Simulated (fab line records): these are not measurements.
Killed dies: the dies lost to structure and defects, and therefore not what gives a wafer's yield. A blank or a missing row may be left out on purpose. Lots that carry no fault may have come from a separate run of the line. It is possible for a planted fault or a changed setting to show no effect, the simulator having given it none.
The tool behind it: which one?	flow sky130	24 lots with 72 wafers sampled at 6 steps, on a route of 708 steps

== WHAT THE GAUGES READ, wafer by wafer ==
The record holds no reading of a measuring or inspecting step that can be judged against a usual standard deviation.

== WHAT TOOL EACH LOT RAN ON (gives the tool, then ch and the chambers of the sampled wafers, and finally the start) ==
lot	SKY_LI_CONTACT_CMP_02	SKY_CONTACT_CMP_27	SKY_METAL1_SPUTTER_00	SKY_VIA1_CVD_21	SKY_METAL2_SPUTTER_00	SKY_METAL2_DESCUM_17
L074	cmp-02 ch 2,3, day 28 12:28	cmp-02 ch 0,3, day 32 05:01	pvd sputter-03, day 32 05:16	cvd w-02 ch 0,1, day 34 13:19	pvd sputter-01, day 34 13:53	rie metal-01 ch 0,1, day 35 15:47
L075	cmp-01 ch 0,1,3, day 29 09:25	cmp-02 ch 0,1,3, day 32 23:50	pvd sputter-01, day 33 00:03	cvd w-02 ch 0,1, day 35 07:34	pvd sputter-01, day 35 08:08	rie metal-01 ch 0,1, day 36 10:59
L077	cmp-01 ch 1,2,3, day 29 11:38	cmp-02 ch 0,2,3, day 33 01:56	pvd sputter-02, day 33 02:05	cvd w-01 ch 0,1, day 35 09:46	pvd sputter-01, day 35 10:18	rie metal-01 ch 0,1, day 36 12:47
L076	cmp-01 ch 0,2, day 29 13:06	cmp-01 ch 0,2, day 33 04:46	pvd sputter-03, day 33 05:01	cvd w-01 ch 0,1, day 35 12:55	pvd sputter-01, day 35 13:29	rie metal-01 ch 0,1, day 36 15:44
L079	cmp-02 ch 0,1,3, day 30 02:22	cmp-02 ch 0,1, day 33 17:52	pvd sputter-02, day 33 18:07	cvd w-01 ch 0,1, day 36 01:13	pvd sputter-03, day 36 01:48	rie metal-03 ch 0, day 37 03:53
L080	cmp-01 ch 1,2, day 30 06:29	cmp-02 ch 0,1, day 33 21:10	pvd sputter-01, day 33 21:25	cvd w-02 ch 0,1, day 36 05:07	pvd sputter-01, day 36 05:41	rie metal-02 ch 0,1, day 37 08:37
L078	cmp-02 ch 1,2,3, day 30 10:13	cmp-02 ch 0,1,3, day 34 00:19	pvd sputter-02, day 34 00:34	cvd w-01 ch 0,1, day 36 08:10	pvd sputter-01, day 36 08:44	rie metal-03 ch 0, day 37 11:14
L081	cmp-01 ch 0,2,3, day 30 16:27	cmp-01 ch 1,2, day 34 06:14	pvd sputter-01, day 34 06:29	cvd w-01 ch 0,1, day 36 13:28	pvd sputter-01, day 36 14:00	rie metal-01 ch 0,1, day 37 16:11
L082	cmp-02 ch 1,2,3, day 30 19:41	cmp-02 ch 0,1,3, day 34 10:59	pvd sputter-01, day 34 11:17	cvd w-01 ch 0,1, day 36 18:10	pvd sputter-01, day 36 18:44	rie metal-01 ch 0,1, day 37 21:02
L083	cmp-01 ch 1,2, day 31 11:50	cmp-01 ch 0,1,3, day 35 02:03	pvd sputter-03, day 35 02:15	cvd w-01 ch 0,1, day 37 09:58	pvd sputter-04, day 37 10:32	rie metal-02 ch 0,1, day 38 12:35
L084	cmp-01 ch 0,1, day 31 20:10	cmp-01 ch 0,1,2, day 35 08:12	pvd sputter-03, day 35 08:24	cvd w-02 ch 0,1, day 37 15:23	pvd sputter-03, day 37 15:58	rie metal-02 ch 0,1, day 38 16:53
L085	cmp-02 ch 0,1,2, day 32 04:15	cmp-01 ch 1,2,3, day 35 16:39	pvd sputter-01, day 35 16:51	cvd w-02 ch 0,1, day 38 00:17	pvd sputter-04, day 38 00:52	rie metal-01 ch 1, day 39 01:45
L087	cmp-02 ch 0,2,3, day 32 06:44	cmp-01 ch 0,1,3, day 35 18:37	pvd sputter-01, day 35 18:49	cvd w-01 ch 0, day 38 01:14	pvd sputter-01, day 38 01:48	rie metal-02 ch 0,1, day 39 03:52
L086	cmp-01 ch 0,1,2, day 32 08:13	cmp-01 ch 0,2, day 35 19:52	pvd sputter-03, day 35 20:07	cvd w-02 ch 0,1, day 38 03:00	pvd sputter-03, day 38 03:35	rie metal-03 ch 0,1, day 39 05:01
L088	cmp-01 ch 0,1,2, day 33 03:14	cmp-02 ch 0,1,2, day 36 15:19	pvd sputter-01, day 36 15:37	cvd w-02 ch 0,1, day 38 22:01	pvd sputter-01, day 38 22:35	rie metal-02 ch 0,1, day 39 23:52
L089	cmp-02 ch 1,2,3, day 33 08:25	cmp-02 ch 0,3, day 36 19:34	pvd sputter-03, day 36 19:52	cvd w-02 ch 0,1, day 39 01:21	pvd sputter-04, day 39 01:56	rie metal-01 ch 0,1, day 40 03:28
L090	cmp-01 ch 0,2, day 33 18:19	cmp-02 ch 0,1,2, day 37 05:51	pvd sputter-03, day 37 06:06	cvd w-01 ch 0,1, day 39 10:54	pvd sputter-04, day 39 11:28	rie metal-03 ch 0,1, day 40 12:13
L091	cmp-01 ch 0,1,3, day 33 19:01	cmp-01 ch 2,3, day 37 06:10	pvd sputter-01, day 37 06:25	cvd w-01 ch 0,1, day 39 12:06	pvd sputter-04, day 39 12:38	rie metal-01 ch 0,1, day 40 14:02
L092	cmp-01 ch 1,2, day 34 06:52	cmp-02 ch 0,1, day 37 18:46	pvd sputter-03, day 37 19:04	cvd w-01 ch 0,1, day 40 00:21	pvd sputter-03, day 40 00:56	rie metal-01 ch 0,1, day 41 01:32
L093	cmp-02 ch 0,1,3, day 34 11:26	cmp-01 ch 0,2,3, day 37 21:58	pvd sputter-01, day 37 22:16	cvd w-02 ch 0,1, day 40 03:23	pvd sputter-04, day 40 03:57	rie metal-02 ch 0,1, day 41 04:10
L094	cmp-02 ch 0,1,2, day 34 18:18	cmp-02 ch 0,1,3, day 38 04:11	pvd sputter-01, day 38 04:23	cvd w-01 ch 0, day 40 08:32	pvd sputter-01, day 40 09:07	rie metal-03 ch 0,1, day 41 09:26
L095	cmp-01 ch 2,3, day 34 21:01	cmp-02 ch 0,1,2, day 38 06:19	pvd sputter-02, day 38 06:28	cvd w-02 ch 0,1, day 40 10:37	pvd sputter-01, day 40 11:11	rie metal-01 ch 0,1, day 41 11:20
L096	cmp-02 ch 1,2, day 35 08:19	cmp-02 ch 0,1,3, day 38 18:15	pvd sputter-01, day 38 18:33	cvd w-02 ch 0,1, day 40 22:16	pvd sputter-04, day 40 22:50	rie metal-01 ch 0,1, day 41 23:01
L097	cmp-01 ch 1,3, day 35 12:04	cmp-02 ch 1,3, day 38 22:55	pvd sputter-02, day 38 23:10	cvd w-01 ch 0,1, day 41 02:54	pvd sputter-04, day 41 03:47	rie metal-02 ch 0,1, day 42 03:03
- SKY_LI_CONTACT_CMP_02: polishes PSG.
- SKY_CONTACT_CMP_27: polishes, stops on SiO2, t overpolish 15 s, target thk 0 nm.
- SKY_METAL1_SPUTTER_00: material Ti, target thk 15 nm, time 10 s.
- SKY_VIA1_CVD_21: deposits W, target thk 270 nm, time 80.902 s.
- SKY_METAL2_SPUTTER_00: material Ti, target thk 15 nm, time 10 s.
- SKY_METAL2_DESCUM_17: chemistry O2, time 8 s.

== WHAT THE TOOLS THEMSELVES READ (means of the sampled wafers that have a number; where no wafer has one, the mark that the record gives instead) ==
SKY_LI_CONTACT_CMP_02. Usual: motor current A 12.3 A, standard deviation 0.83; retaining ring pressure frac 1.000, standard deviation 0.0046; time to endpoint s 31.6 s, standard deviation 2.2.
lot	tool	motor current A (A)	retaining ring pressure frac	time to endpoint s (s)	flag
L074	cmp-02	14.0	0.996	34.5	
L075	cmp-01	11.9	1.002	30.1	
L077	cmp-01	12.2	1.001	30.3	
L076	cmp-01	12.4	0.998	34.1	
L079	cmp-02	12.2	1.002	30.6	
L080	cmp-01	12.2	1.004	32.5	
L078	cmp-02	12.9	1.001	30.1	
L081	cmp-01	12.5	1.001	33.5	
L082	cmp-02	12.9	1.002	30.9	
L083	cmp-01	11.9	0.999	32.9	
L084	cmp-01	11.6	0.992	31.8	
L085	cmp-02	12.6	1.002	28.6	
L087	cmp-02	12.9	1.003	29.7	
L086	cmp-01	12.0	1.002	33.5	
L088	cmp-01	12.0	1.000	30.7	
L089	cmp-02	13.0	1.002	32.3	
L090	cmp-01	12.0	0.999	32.7	
L091	cmp-01	12.0	1.002	31.1	
L092	cmp-01	12.1	0.998	32.1	
L093	cmp-02	12.1	0.998	32.2	
L094	cmp-02	12.4	0.999	30.1	
L095	cmp-01	11.8	1.001	28.2	
L096	cmp-02	12.9	1.003	31.7	
L097	cmp-01	12.1	0.998	30.0	

SKY_CONTACT_CMP_27. Usual: motor current A 11.3 A, standard deviation 0.82; overpolish run s 15.000 s, standard deviation 0.01; retaining ring pressure frac 1.000, standard deviation 0.0043; time to endpoint s 82.5 s, standard deviation 2.4.
lot	tool	motor current A (A)	overpolish run s (s)	retaining ring pressure frac	time to endpoint s (s)	flag
L074	cmp-02	11.1	14.999	0.997	83.7	
L075	cmp-02	11.1	15.003	0.999	83.7	
L077	cmp-02	11.9	15.008	1.003	84.9	
L076	cmp-01	11.2	14.998	1.000	81.9	
L079	cmp-02	10.8	14.991	1.005	81.4	
L080	cmp-02	10.5	15.004	1.002	84.1	
L078	cmp-02	11.2	15.005	0.999	83.3	
L081	cmp-01	11.0	15.006	1.003	80.5	
L082	cmp-02	11.7	15.001	1.001	81.6	
L083	cmp-01	10.7	14.996	1.005	81.1	
L084	cmp-01	10.8	14.995	1.003	80.6	
L085	cmp-01	11.3	15.002	1.001	81.8	
L087	cmp-01	10.7	15.003	0.998	80.7	
L086	cmp-01	11.1	15.009	0.998	80.4	
L088	cmp-02	11.4	14.990	0.999	84.4	
L089	cmp-02	11.4	15.004	1.003	85.7	
L090	cmp-02	11.1	14.995	1.001	81.9	
L091	cmp-01	11.3	15.005	1.001	81.5	
L092	cmp-02	10.9	14.990	0.998	81.1	
L093	cmp-01	10.9	14.992	0.998	80.7	
L094	cmp-02	11.5	15.009	1.000	83.2	
L095	cmp-02	11.3	15.002	1.000	84.1	
L096	cmp-02	11.1	15.002	1.003	84.2	
L097	cmp-02	11.8	14.997	1.002	82.0	

SKY_METAL1_SPUTTER_00. Usual: cathode dc power W 3000.0 W, standard deviation 0.56; throttle valve pct 29.7 %, standard deviation 1.1.
lot	tool	cathode dc power W (W)	throttle valve pct (%)	flag
L074	pvd sputter-03	3000.4	29.3	
L075	pvd sputter-01	2999.9	29.9	
L077	pvd sputter-02	2999.8	30.5	
L076	pvd sputter-03	3000.0	28.5	
L079	pvd sputter-02	2999.9	29.8	
L080	pvd sputter-01	3000.1	30.1	
L078	pvd sputter-02	3000.5	29.3	
L081	pvd sputter-01	2999.9	29.1	
L082	pvd sputter-01	3000.4	29.8	
L083	pvd sputter-03	3000.0	29.2	
L084	pvd sputter-03	2999.7	28.4	
L085	pvd sputter-01	3000.0	29.6	
L087	pvd sputter-01	2999.3	30.4	
L086	pvd sputter-03	3000.0	29.1	
L088	pvd sputter-01	3000.6	29.9	
L089	pvd sputter-03	3000.4	28.5	
L090	pvd sputter-03	3000.0	29.9	
L091	pvd sputter-01	2999.7	29.6	
L092	pvd sputter-03	2999.6	30.0	
L093	pvd sputter-01	2999.7	30.5	
L094	pvd sputter-01	3000.0	31.0	
L095	pvd sputter-02	3000.0	29.4	
L096	pvd sputter-01	3000.3	30.6	
L097	pvd sputter-02	3000.6	30.2	

SKY_VIA1_CVD_21. Usual: heater power w 930 W, standard deviation 54.
lot	tool	heater power w (W)	flag
L074	cvd w-02	908	
L075	cvd w-02	939	
L077	cvd w-01	970	
L076	cvd w-01	972	
L079	cvd w-01	971	
L080	cvd w-02	921	
L078	cvd w-01	942	
L081	cvd w-01	982	
L082	cvd w-01	966	
L083	cvd w-01	949	
L084	cvd w-02	902	
L085	cvd w-02	923	
L087	cvd w-01	897	
L086	cvd w-02	927	
L088	cvd w-02	926	
L089	cvd w-02	921	
L090	cvd w-01	910	
L091	cvd w-01	880	
L092	cvd w-01	921	
L093	cvd w-02	940	
L094	cvd w-01	832	
L095	cvd w-02	922	
L096	cvd w-02	929	
L097	cvd w-01	930	

SKY_METAL2_SPUTTER_00. Usual: cathode dc power W 3000.0 W, standard deviation 0.58; throttle valve pct 30.1 %, standard deviation 1.2.
lot	tool	cathode dc power W (W)	throttle valve pct (%)	flag
L074	pvd sputter-01	2999.8	29.7	
L075	pvd sputter-01	3000.3	31.1	
L077	pvd sputter-01	3000.2	30.2	
L076	pvd sputter-01	3000.1	29.6	
L079	pvd sputter-03	2999.6	29.2	
L080	pvd sputter-01	3000.1	30.2	
L078	pvd sputter-01	2999.9	30.0	
L081	pvd sputter-01	3000.4	30.6	
L082	pvd sputter-01	3000.2	30.1	
L083	pvd sputter-04	2999.5	31.9	
L084	pvd sputter-03	2999.9	29.3	
L085	pvd sputter-04	2999.5	30.7	
L087	pvd sputter-01	3000.0	30.3	
L086	pvd sputter-03	3000.4	29.2	
L088	pvd sputter-01	3000.2	30.2	
L089	pvd sputter-04	3000.5	30.8	
L090	pvd sputter-04	3000.3	30.4	
L091	pvd sputter-04	2999.6	30.3	
L092	pvd sputter-03	3000.3	28.4	
L093	pvd sputter-04	2999.7	30.4	
L094	pvd sputter-01	3000.2	29.2	
L095	pvd sputter-01	2999.7	30.9	
L096	pvd sputter-04	2999.5	31.9	
L097	pvd sputter-04	2999.8	29.8	

SKY_METAL2_DESCUM_17. Usual: chamber pressure mTorr 9.998 mTorr, standard deviation 0.0097; drypump motor current A 5.8 A, standard deviation 0.42; he backside leak sccm 3.33 sccm, standard deviation 0.21; oes product au 0.997 a.u., standard deviation 0.009.
lot	tool	chamber pressure mTorr (mTorr)	drypump motor current A (A)	he backside leak sccm (sccm)	oes product au (a.u.)	flag
L074	rie metal-01	9.989	5.8	3.50	0.995	
L075	rie metal-01	10.000	5.8	3.35	0.998	
L077	rie metal-01	10.007	6.1	3.29	0.998	
L076	rie metal-01	9.999	5.8	3.27	0.995	
L079	rie metal-03	9.997	5.6	3.16	1.009	
L080	rie metal-02	9.996	5.9	3.55	0.990	
L078	rie metal-03	9.998	5.5	3.00	1.009	
L081	rie metal-01	9.995	5.8	3.20	0.994	
L082	rie metal-01	10.004	6.1	2.98	0.990	
L083	rie metal-02	10.000	5.9	3.51	1.001	
L084	rie metal-02	10.002	5.7	3.45	0.991	
L085	rie metal-01	10.007	6.4	3.44	0.990	
L087	rie metal-02	9.997	5.9	3.52	0.990	
L086	rie metal-03	9.996	5.1	3.20	1.000	
L088	rie metal-02	10.000	5.8	3.47	0.995	
L089	rie metal-01	9.994	5.8	3.56	0.987	
L090	rie metal-03	10.001	5.3	3.30	1.008	
L091	rie metal-01	10.009	6.1	3.21	0.997	
L092	rie metal-01	9.994	5.8	3.27	1.001	
L093	rie metal-02	9.990	5.7	3.49	0.999	
L094	rie metal-03	9.996	5.1	3.26	1.004	
L095	rie metal-01	9.994	6.1	3.32	0.991	
L096	rie metal-01	9.996	5.8	3.27	0.993	
L097	rie metal-02	9.999	5.9	3.61	0.993	

== THE ANSWER, worked out from the rows above alone ==
Rule: take the mean of a lot's wafers that have a number; if it is more than 3 standard deviations from the usual mean, the lot is off. Also off: a lot with no number at a reading for which 4 or more lots have one. Any other lot the step has rows for is counted as sound. First the gauges in route order, then the tools' own readings, where a lot's mean is used as printed above. At the first step where some lot is off, the reading lying furthest off is the one used; lots without a number count as furthest.
No lot is off on any of the readings shown, so nothing can be concluded from this.

== WHAT THE SIMULATOR PUT IN ==
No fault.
